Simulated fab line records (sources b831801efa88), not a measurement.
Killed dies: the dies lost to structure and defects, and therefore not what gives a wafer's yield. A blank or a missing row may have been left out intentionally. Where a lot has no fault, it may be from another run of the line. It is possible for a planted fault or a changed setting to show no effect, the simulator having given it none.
Struck lot and sound lot, side by side -- flow gf180mcu -- 14 out of 602 route steps
Sound: wafers L583.1, L583.5, L583.6. Wafers struck: L585.1, L585.2, L585.5. The cause is given at the end.
For every step that has rows: the tool of each side, followed by ch and its chambers, followed by its first start. Under that, the readings that differ: sound wafers -- struck wafers -- difference of the means -- sigmas: that difference in standard deviations of wafers without a fault.
alike: readings whose means differ by less than 2 such deviations, and words and numbers that are the same on both sides. not compared: withheld readings, readings that some wafer has no value for, bounds like >300 that may hide the same value, and numbers for which the record gives no deviation and whose values overlap.
A row with sigmas, a row that says differs or no value, or rows on one side alone: a step with any of these is where the two part. Numbers that have no deviation but don't overlap get no sigmas and don't part them. Lack of a reading on every wafer of one side parts them only where that side has two or more wafers.

GF_V5_CD_MEAS_14: the cd target is 260 nm.
  sound on cd sem-01 at day 28 11:55; struck on cd sem-02 at day 29 03:22
  alike: cd nm
GF_V5_OVL_MEAS_15:
  sound on overlay-02 at day 28 12:02; struck on overlay-02 at day 29 03:29
  alike: V5_OVL
GF_V5_ETCH_16: etches BARC in N2/H2.
  sound on rie diel-01 ch 0,1,2, day 28 12:04; struck on rie diel-03 ch 1,3, day 29 03:31
  alike: drypump motor current A, oes product au, throttle valve pct
GF_V5_ETCH_17: etches SiO2 in C4F8/O2/Ar, stops on TiN, target depth 855 nm.
  sound: rie diel-01 ch 0,1,2; struck: rie diel-03 ch 1,3
  alike: oes product au
GF_V5_STRIP_18: strips in O2/N2.
  sound on plasma asher-04 ch 0,1, day 28 12:13; struck on plasma asher-04 ch 0,1, day 29 03:40
  alike: drypump motor current A, heater power w, oes product au, platen temp c
  not compared: rf hours counter h
then, 2 steps without rows for these wafers: GF_V5_STRIP_19 (strips in post etch residue remover, time 1200 s); GF_V5_CLEAN_20 (cleans in DIW).
GF_V5_SPUTTER_21: material Ti, target thk 15 nm, time 80.02 s.
  sound on pvd sputter-01 at day 28 12:45; struck on pvd sputter-03 at day 29 04:14
  alike: throttle valve pct
GF_V5_SPUTTER_22: material TiN, target thk 10 nm, time 40 s.
  sound on pvd sputter-01 at day 28 12:49; struck on pvd sputter-03 at day 29 04:17
  alike: throttle valve pct
then, 1 step without rows for these wafers: GF_V5_CVD_23 (deposits W, target thk 350 nm, time 104.9 s).
GF_V5_RS_MEAS_24: the measuring method here is four-point-probe.
  sound on film metro-02 at day 28 12:58; struck on film metro-02 at day 29 04:27
  alike: V5_W_RS
GF_V5_THK_MEAS_25: measures by xrf.
  sound on film metro-02 at day 28 13:05; struck on film metro-02 at day 29 04:34
  alike: V5_W_THK
GF_V5_CMP_26: polishes, stops on SiO2, t overpolish 15 s, target thk 0 nm.
  sound on cmp-02 ch 0,1,3, day 28 13:17; struck on cmp-01 ch 0,1,3, day 29 04:41
  no value came back on the struck wafers for any of 7 readings (edge zone pressure frac, head pressure psi (psi) and others); on the sound wafers edge zone pressure frac reads 1.004 1.001 1.000
reading,sound,struck,difference,sigmas
model.W_of_V5_CVD_23.thk nm (nm),0 0 0,348.8 346.3 344.4,+346.5,
GF_PASSIVATION_PROBE_99:
  only the struck wafers here have rows in the record (prober-01, day 30 21:30); the sound ones have none

WHERE THEY PART
Earliest at GF_V5_CMP_26; latest, in this record, at GF_PASSIVATION_PROBE_99.

WHY: the cause the simulator had injected
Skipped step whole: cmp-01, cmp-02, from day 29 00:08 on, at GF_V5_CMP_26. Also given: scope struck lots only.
